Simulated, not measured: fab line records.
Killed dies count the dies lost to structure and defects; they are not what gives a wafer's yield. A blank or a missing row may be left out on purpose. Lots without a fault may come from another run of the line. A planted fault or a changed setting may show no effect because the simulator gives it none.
fab line records | flow sky130
[record] lots = 6 wafers = 18 lastDay = 50
route steps=708 shown LDD_HVN@274 LDD_HVP@278 LDD_LDN@289 PAD_OPEN@708
lots that met no fault: taken from a fault-free run of the same line
startH: the number of hours between the record's first day and the start of the first shown wafer of the lot | waitH: hours since the lot's step before | " identical to the entry in the row above | L1.1+2: several wafers, shown together as one row | - no value present, or no start provided | * or withheld: withheld | < > ~ a bound
route shown NAME@n: NAME is a module with steps in the file, n the number in the route of the first one | usual: mean/standard deviation of fault-free wafers | same: alike in all rows | chamber/n: place in a boat | sites: the reading at each site | _std_site: the standard deviation of these | _edge_site: outer sites' mean less inner sites' | radiusMm: how far each site lies from the wafer's centre | mask NAME#n: copy n | behind: tool/chamber where the wafer was last shaped | hold: cause of the lot's hold/its duration in hours/its outcome | device: whichever transistor did not switch (one of n, p or np) | end of line: the same wafers' tests at the end of the route | a step with no rows: only its recipe | killed: the dies lost at the first sort to structure and to defects; this is not the yield of the wafer | map: shows each die of a wafer: x if killed, . if not, _ if none is there
set.NAME: the setting the step ran with; set.NAME@STEP: the setting that earlier step ran with | model.NAME: the simulator's own value behind a step, which no gauge read
certain route steps with their lots: each step a table, each wafer a row
services: when a tool's chamber went out of use (startH, in hours from the record's first day, below 0 if earlier), for how many hours, and the reason
[[steps]]
[step SKY_LDD_HVN_OVL_MEAS_07]
[usual] LDD_HVN_OVL = -0.7/1.5
// columns lot.wafer tool chamber startH waitH LDD_HVN_OVL[nm]
L715.1 overlay-02 - 458.25 0.1 -2.0
L715.2 " - " " -2.7
L715.6 " - " " -3.2
L721.1 overlay-02 - 525.26 0.1 -1.3
L721.3 " - " " -1.6
L721.4 " - " " -1.1
L722.1 overlay-02 - 538.56 0.1 0.3
L722.3 " - " " 0.0
L722.5 " - " " -0.7
L731.2 overlay-02 - 605.16 0.1 2.0
L731.4 " - " " 1.9
L731.6 " - " " 0.8
L735.1 overlay-02 - 634.50 0.1 -2.0
L735.3 " - " " -1.9
L735.4 " - " " -1.7
L736.1 overlay-01 - 640.95 0.1 -1.3
L736.3 " - " " -1.2
L736.4 " - " " -1.9
[step SKY_LDD_HVN_IMPLANT_08]
[recipe] species = P energyKev = 60 doseCm2 = 3e+13 tiltDeg = 40
[step SKY_LDD_HVN_STRIP_09]
[recipe] chemistry = O2/N2 powerW = 1400 pressureMtorr = 1500 platenTempC = withheld o2FlowSccm = 3000 n2FlowSccm = 300 overashFraction = 0.5
[usual] drypumpMotorCurrentA = 5.55/0.26 oesProductAu = 0.409/0.0044 stripTimeToEndpointS = 4.136/0.013
// columns lot.wafer tool chamber startH waitH drypumpMotorCurrentA oesProductAu rfHoursCounterH stripTimeToEndpointS
L715.1 plasmaAsher-02 0 458.44 0.1 6.02 0.404 3 4.154
L715.2 " 1 " " 5.34 0.403 3 4.137
L715.6 " 0 " " 6.01 0.405 - 4.132
L721.1 plasmaAsher-02 0 525.45 0.1 6.02 0.411 9 4.121
L721.3 " 0 " " 6.01 0.413 - 4.134
L721.4 " 1 " " 5.33 0.405 - 4.133
L722.1 plasmaAsher-03 1 538.75 0.1 5.71 0.409 41 4.130
L722.3 " 1 " " 5.72 0.403 - 4.145
L722.5 " 0 " " 5.60 0.413 - 4.161
L731.2 plasmaAsher-03 1 605.34 0.1 5.72 0.416 48 4.134
L731.4 " 0 " " 5.57 0.409 - 4.125
L731.6 " 0 " " 5.57 0.403 - 4.139
L735.1 plasmaAsher-02 1 634.68 0.1 5.35 0.412 21 4.138
L735.3 " 1 " " 5.36 0.414 - 4.137
L735.4 " 0 " " 6.02 0.410 - 4.146
L736.1 plasmaAsher-04 1 641.14 0.1 5.35 0.408 95 4.156
L736.3 " 0 " " 5.09 0.416 - 4.131
L736.4 " 1 " " 5.36 0.407 - 4.134
[step SKY_LDD_HVN_TW_MEAS_10]
[usual] LDD_HVN_TW = 1436/12
// columns lot.wafer tool chamber startH waitH LDD_HVN_TW
L715.1 filmMetro-03 - 458.54 0.1 1415
L715.2 " - " " 1427
L715.6 " - " " 1437
L721.1 filmMetro-03 - 525.55 0.1 1412
L721.3 " - " " 1417
L721.4 " - " " 1417
L722.1 filmMetro-03 - 538.85 0.1 1420
L722.3 " - " " 1425
L722.5 " - " " 1421
L731.2 filmMetro-04 - 605.45 0.1 1436
L731.4 " - " " 1432
L731.6 " - " " 1444
L735.1 filmMetro-03 - 634.78 0.1 1423
L735.3 " - " " 1410
L735.4 " - " " 1423
L736.1 filmMetro-04 - 641.24 0.1 1445
L736.3 " - " " 1441
L736.4 " - " " 1444
[step SKY_LDD_HVP_DEHYDRATE_00]
[recipe] tempC = 200 timeS = 60
[step SKY_LDD_HVP_HMDS_01]
[recipe] primeTimeS = 60 primeTempC = 120
[step SKY_LDD_HVP_COAT_02]
[recipe] resist = NOVOLAK spinRpm = 3000 resistThkNm = 300
[step SKY_LDD_HVP_SOFTBAKE_03]
[recipe] tempC = 90 timeS = 60 resist = NOVOLAK
[step SKY_LDD_HVP_EXPOSE_04]
[recipe] maskId = HVPTM na = 0.6 sourceShape = conventional sigmaOuter = 0.6 polarization = unpolarized targetCdNm = 700 doseMj = 86
[step SKY_LDD_HVP_PEB_05]
[recipe] tempC = withheld timeS = * resist = NOVOLAK
[step SKY_LDD_HVP_DEVELOP_06]
[recipe] resist = NOVOLAK developer = TMAH developTimeS = 60 devTempC = 23
[step SKY_LDD_HVP_OVL_MEAS_07]
[usual] LDD_HVP_OVL = 0.3/1.4
// columns lot.wafer tool chamber startH waitH LDD_HVP_OVL[nm]
L715.1 overlay-01 - 490.25 0.1 0.4
L715.2 " - " " -1.4
L715.6 " - " " -0.1
L721.1 overlay-02 - 555.78 0.1 0.9
L721.3 " - " " 1.5
L721.4 " - " " 3.7
L722.1 overlay-01 - 569.15 0.1 1.3
L722.3 " - " " 2.3
L722.5 " - " " -0.4
L731.2 overlay-01 - 633.85 0.1 -0.2
L731.4 " - " " 1.2
L731.6 " - " " 1.1
L735.1 overlay-01 - 663.15 0.1 1.4
L735.3 " - " " 0.2
L735.4 " - " " 2.2
L736.1 overlay-01 - 669.05 0.1 -0.5
L736.3 " - " " -0.3
L736.4 " - " " -0.7
[step SKY_LDD_HVP_IMPLANT_08]
[recipe] species = B energyKev = 20 doseCm2 = 1.7e+13 tiltDeg = 17.9
[usual] doseIonsCm2 = 1.6997e+13/1.8e+10 endStationPressureTorr = 5.1e-06/2.7e-07 faradayCurrentUA = 95.7/2.1
// columns lot.wafer tool chamber startH waitH doseIonsCm2 endStationPressureTorr faradayCurrentUA
L715.1 implanter-02 0 490.29 0.0 1.6992e+13 5.32e-06 97.5
L715.2 " 0 " " 1.6974e+13 4.56e-06 99.2
L715.6 " 0 " " 1.7014e+13 5.39e-06 95.8
L721.1 implanter-04 0 555.82 0.0 1.8828e+13 5.37e-06 107.9
L721.3 " 0 " " 1.8838e+13 5.45e-06 104.8
L721.4 " 0 " " 1.8807e+13 4.99e-06 103.6
L722.1 implanter-04 0 569.19 0.0 1.8829e+13 5.36e-06 107.2
L722.3 " 0 " " 1.881e+13 4.93e-06 109.1
L722.5 " 0 " " 1.8846e+13 5.33e-06 105.2
L731.2 implanter-04 0 633.91 0.0 1.6998e+13 5.08e-06 98.6
L731.4 " 0 " " 1.6998e+13 5.39e-06 97.6
L731.6 " 0 " " 1.6986e+13 5e-06 99.1
L735.1 implanter-02 0 663.19 0.0 1.6983e+13 5.19e-06 93.8
L735.3 " 0 " " 1.6991e+13 5.04e-06 98.2
L735.4 " 0 " " 1.6997e+13 5.19e-06 93.3
L736.1 implanter-04 0 669.09 0.0 1.6996e+13 4.97e-06 94.2
L736.3 " 0 " " 1.6998e+13 5.44e-06 93.9
L736.4 " 0 " " 1.698e+13 5.13e-06 95.5
[step SKY_LDD_HVP_STRIP_09]
[recipe] chemistry = O2/N2 powerW = 1400 pressureMtorr = 1500 platenTempC = withheld o2FlowSccm = 3000 n2FlowSccm = 300 overashFraction = 0.5
[usual] drypumpMotorCurrentA = 5.3/0.34 oesProductAu = 0.409/0.0046 stripTimeToEndpointS = 4.138/0.013
// columns lot.wafer tool chamber startH waitH drypumpMotorCurrentA oesProductAu rfHoursCounterH stripTimeToEndpointS
L715.1 plasmaAsher-01 1 490.44 0.1 4.9 0.414 68 4.149
L715.2 " 0 " " 5.4 0.401 68 4.151
L715.6 " 0 " " 5.4 0.414 - 4.137
L721.1 plasmaAsher-01 1 555.97 0.1 4.9 0.407 74 4.147
L721.3 " 0 " " 5.4 0.404 - 4.116
L721.4 " 1 " " 4.9 0.404 - 4.146
L722.1 plasmaAsher-01 1 569.34 0.1 4.9 0.405 76 4.145
L722.3 " 0 " " 5.4 0.408 - 4.151
L722.5 " 0 " " 5.4 0.411 - 4.155
L731.2 plasmaAsher-04 0 634.03 0.1 5.1 0.405 94 4.142
L731.4 " 0 " " 5.1 0.405 - 4.138
L731.6 " 0 " " 5.1 0.405 - 4.136
L735.1 plasmaAsher-04 0 663.34 0.1 5.1 0.402 97 4.131
L735.3 " 0 " " 5.1 0.411 - 4.115
L735.4 " 1 " " 5.4 0.399 - 4.141
L736.1 plasmaAsher-04 1 669.24 0.1 5.4 0.406 98 4.154
L736.3 " 1 " " 5.4 0.407 - 4.152
L736.4 " 0 " " 5.1 0.404 - 4.141
[step SKY_LDD_HVP_TW_MEAS_10]
[usual] LDD_HVP_TW = 458/4.2
// columns lot.wafer tool chamber startH waitH LDD_HVP_TW
L715.1 filmMetro-03 - 490.54 0.1 449
L715.2 " - " " 454
L715.6 " - " " 454
L721.1 filmMetro-02 - 556.07 0.1 471
L721.3 " - " " 475
L721.4 " - " " 476
L722.1 filmMetro-03 - 569.44 0.1 466
L722.3 " - " " 469
L722.5 " - " " 466
L731.2 filmMetro-01 - 634.14 0.1 459
L731.4 " - " " 460
L731.6 " - " " 459
L735.1 filmMetro-02 - 663.44 0.1 461
L735.3 " - " " 461
L735.4 " - " " 461
L736.1 filmMetro-01 - 669.34 0.1 455
L736.3 " - " " 457
L736.4 " - " " 458
[step SKY_LDD_LDN_DEHYDRATE_00]
[recipe] tempC = 200 timeS = 60
[step SKY_PAD_OPEN_PROBE_99]
[usual] killed_at_M0_to_M3 = 43/6.9 killed_at_M4_up = 3.1/1.8 killedAtContacts = 24/5.1 killedAtFrontEnd = 15/4.8 killedAtOther = 0.3/0.48 killedDies = 86/8.9 killedOpen = 47/6.8 killedShort = 39/6.3
[same] grossDies = 492 killedAtBackSide = 0
// columns lot.wafer tool chamber startH waitH killed_at_M0_to_M3 killed_at_M4_up killedAtContacts killedAtFrontEnd killedAtOther killedDies killedOpen killedShort model.etest.tip_p_5v.rsOhmSq
L715.1 prober-02 - 1069.15 0.1 43 1 25 13 1 83 49 34 2904
L715.2 prober-02 - 1069.20 0.1 51 4 23 13 0 91 54 37 2889
L715.6 prober-02 - 1069.40 0.2 46 3 16 19 0 84 41 43 2886
L721.1 prober-02 - 1114.78 0.1 47 3 24 18 0 92 52 39 2673
L721.3 prober-02 - 1114.88 0.2 56 5 21 13 0 95 55 40 2686
L721.4 prober-02 - 1114.93 0.2 42 3 23 19 0 87 49 36 2640
L722.1 prober-01 - 1126.28 0.1 53 3 24 21 0 101 55 46 2679
L722.3 prober-01 - 1126.38 0.2 40 2 28 12 0 82 41 41 2683
L722.5 prober-01 - 1126.48 0.2 25 3 25 15 1 69 40 29 2670
L731.2 prober-02 - 1169.10 0.1 58 4 27 13 0 102 57 45 2814
L731.4 prober-02 - 1169.20 0.2 43 5 16 15 0 79 42 37 2798
L731.6 prober-02 - 1169.30 0.2 33 3 32 27 0 95 52 43 2814
L735.1 prober-02 - 1189.02 0.1 47 3 20 18 0 88 42 46 2846
L735.3 prober-02 - 1189.12 0.2 58 5 24 13 0 100 60 39 2855
L735.4 prober-02 - 1189.17 0.2 42 1 20 18 0 81 44 37 2860
L736.1 prober-01 - 1189.33 0.1 42 3 24 14 0 83 39 44 2856
L736.3 prober-01 - 1189.43 0.2 43 4 24 17 0 88 50 38 2842
L736.4 prober-01 - 1189.48 0.2 37 4 22 14 0 77 43 34 2825
// killed by level:class
L715.1 VIA1:geometricParticle:open=12 CONTACT:geometricParticle:open=11 VIA3:geometricParticle:open=9 CONTACT:geometricParticle:short=8 METAL1:geometricParticle:short=7 FIELD_ISO:geometricParticle:open=5 METAL3:geometricParticle:short=4 POLY_GATE:geometricParticle:open=3
L715.2 VIA1:geometricParticle:open=10 VIA2:geometricParticle:open=10 LI_CONTACT:geometricParticle:open=9 CONTACT:geometricParticle:short=6 METAL3:geometricParticle:short=6 CONTACT:geometricParticle:open=5 METAL2:geometricParticle:open=5 VIA3:geometricParticle:open=5
L715.6 METAL2:geometricParticle:short=9 CONTACT:geometricParticle:open=8 VIA1:geometricParticle:open=7 VIA2:geometricParticle:open=7 FIELD_ISO:geometricParticle:open=6 VIA3:geometricParticle:open=5 FIELD_ISO:geometricParticle:short=4 POLY_GATE:geometricParticle:open=4
L721.1 VIA1:geometricParticle:open=14 VIA2:geometricParticle:open=10 LI_CONTACT:geometricParticle:open=7 CONTACT:geometricParticle:open=7 LOCAL_INTERCONNECT:geometricParticle:short=7 FIELD_ISO:geometricParticle:short=6 VIA3:geometricParticle:open=6 VIA1:geometricParticle:short=6
L721.3 VIA1:geometricParticle:open=17 VIA2:geometricParticle:open=10 CONTACT:geometricParticle:open=8 POLY_GATE:geometricParticle:short=6 LI_CONTACT:geometricParticle:open=6 VIA1:geometricParticle:short=6 VIA3:geometricParticle:short=5 VIA2:geometricParticle:short=4
L721.4 VIA1:geometricParticle:open=10 CONTACT:geometricParticle:open=9 VIA2:geometricParticle:open=8 METAL2:geometricParticle:short=6 FIELD_ISO:geometricParticle:short=5 METAL1:geometricParticle:short=5 FIELD_ISO:geometricParticle:open=4 LOCAL_INTERCONNECT:geometricParticle:short=4
L722.1 VIA3:geometricParticle:open=13 VIA2:geometricParticle:open=10 FIELD_ISO:geometricParticle:short=7 LOCAL_INTERCONNECT:geometricParticle:short=7 LI_CONTACT:geometricParticle:open=7 VIA1:geometricParticle:open=7 FIELD_ISO:geometricParticle:open=6 METAL1:geometricParticle:short=6
L722.3 CONTACT:geometricParticle:open=10 VIA1:geometricParticle:open=9 METAL3:geometricParticle:short=7 LI_CONTACT:geometricParticle:open=6 CONTACT:geometricParticle:short=6 VIA2:geometricParticle:open=6 VIA1:geometricParticle:short=4 FIELD_ISO:geometricParticle:open=3
L722.5 CONTACT:geometricParticle:open=15 METAL2:geometricParticle:short=8 LI_CONTACT:geometricParticle:open=7 FIELD_ISO:geometricParticle:open=4 POLY_GATE:geometricParticle:short=4 VIA1:geometricParticle:open=4 METAL1:geometricParticle:short=4 VIA2:geometricParticle:open=4
L731.2 VIA1:geometricParticle:open=16 CONTACT:geometricParticle:open=9 METAL3:geometricParticle:short=8 METAL1:geometricParticle:short=7 VIA2:geometricParticle:open=7 METAL2:geometricParticle:short=6 VIA3:geometricParticle:open=5 LI_CONTACT:geometricParticle:open=5
L731.4 VIA3:geometricParticle:open=8 VIA2:geometricParticle:open=7 CONTACT:geometricParticle:open=6 LI_CONTACT:geometricParticle:open=5 VIA1:geometricParticle:open=5 POLY_GATE:geometricParticle:open=4 VIA2:geometricParticle:short=4 POLY_GATE:geometricParticle:short=4
L731.6 VIA2:geometricParticle:open=11 LI_CONTACT:geometricParticle:open=9 CONTACT:geometricParticle:short=9 POLY_GATE:geometricParticle:open=7 CONTACT:geometricParticle:open=6 FIELD_ISO:geometricParticle:open=5 POLY_GATE:geometricParticle:short=5 LOCAL_INTERCONNECT:geometricParticle:short=5
L735.1 VIA1:geometricParticle:open=8 CONTACT:geometricParticle:open=8 FIELD_ISO:geometricParticle:short=7 VIA2:geometricParticle:open=6 METAL1:geometricParticle:short=6 VIA3:geometricParticle:open=6 VIA1:geometricParticle:short=5 FIELD_ISO:geometricParticle:open=4
L735.3 VIA1:geometricParticle:open=15 CONTACT:geometricParticle:open=12 METAL1:geometricParticle:short=10 VIA3:geometricParticle:open=6 LI_CONTACT:geometricParticle:open=5 METAL2:geometricParticle:short=5 VIA2:geometricParticle:open=5 FIELD_ISO:geometricParticle:open=4
L735.4 VIA1:geometricParticle:open=11 LOCAL_INTERCONNECT:geometricParticle:short=7 VIA2:geometricParticle:open=7 VIA3:geometricParticle:open=5 LI_CONTACT:geometricParticle:open=5 FIELD_ISO:geometricParticle:short=4 POLY_GATE:geometricParticle:short=4 CONTACT:geometricParticle:open=4
L736.1 FIELD_ISO:geometricParticle:short=7 LI_CONTACT:geometricParticle:open=7 VIA3:geometricParticle:open=7 CONTACT:geometricParticle:open=7 VIA1:geometricParticle:open=6 VIA2:geometricParticle:short=6 METAL1:geometricParticle:short=5 FIELD_ISO:geometricParticle:open=4
L736.3 VIA1:geometricParticle:open=12 CONTACT:geometricParticle:open=9 METAL2:geometricParticle:short=7 VIA2:geometricParticle:open=6 FIELD_ISO:geometricParticle:open=5 VIA1:geometricParticle:short=5 LOCAL_INTERCONNECT:geometricParticle:short=4 CONTACT:geometricParticle:short=4
L736.4 CONTACT:geometricParticle:open=9 VIA1:geometricParticle:open=9 LI_CONTACT:geometricParticle:open=6 METAL1:geometricParticle:short=6 VIA1:geometricParticle:short=6 FIELD_ISO:geometricParticle:open=5 METAL2:geometricParticle:short=4 POLY_GATE:geometricParticle:open=3
[[services]]
// columns tool chamber startH hours kind
implanter-04 - 518.11 2.1 pm
implanter-02 - 529.13 3.2 pm
plasmaAsher-04 - 542.33 2.8 pm
plasmaAsher-01 - 598.80 4.2 repair
implanter-04 - 612.66 6.3 pm
plasmaAsher-01 - 629.78 0.9 repair
plasmaAsher-03 - 664.83 2.4 repair
plasmaAsher-02 - 664.91 2.8 pm
[[key]]
[firstSign] step = SKY_LDD_HVP_IMPLANT_08 reading = doseIonsCm2 direction = up sigmas = 99+ usual = * struck = *
[effect] step = SKY_LDD_HVP_IMPLANT_08 reading = faradayCurrentUA direction = up sigmas = 5.1 usual = 95.7 struck = 106.3
[effect] step = SKY_LDD_HVP_TW_MEAS_10 reading = LDD_HVP_TW direction = up sigmas = 3.1 usual = 458 struck = 471
[modelEffect] step = SKY_PAD_OPEN_PROBE_99 value = etest.tip_p_5v.rsOhmSq without = 2879 struck = 2672
metAt SKY_LDD_HVP_IMPLANT_08
struckWafers L721.1,L721.3,L721.4,L722.1,L722.3,L722.5
testerLeftOut L721,L722
[fault] kind = processParameterDrift tool = implanter-04 chamber = - onsetH = 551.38 steps = SKY_LDD_HVP_IMPLANT_08 channel = doseCm2 offset = * shape = step endH = 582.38 actsIn = * stated = *
// testerLeftOut: of these lots the tester's yield and bins aren't shown, on N5 and GAA mostly nor the transistor test; their killed dies are dies lost to structure and defects alone, not to doping, threshold or leakage, so they don't give the yield
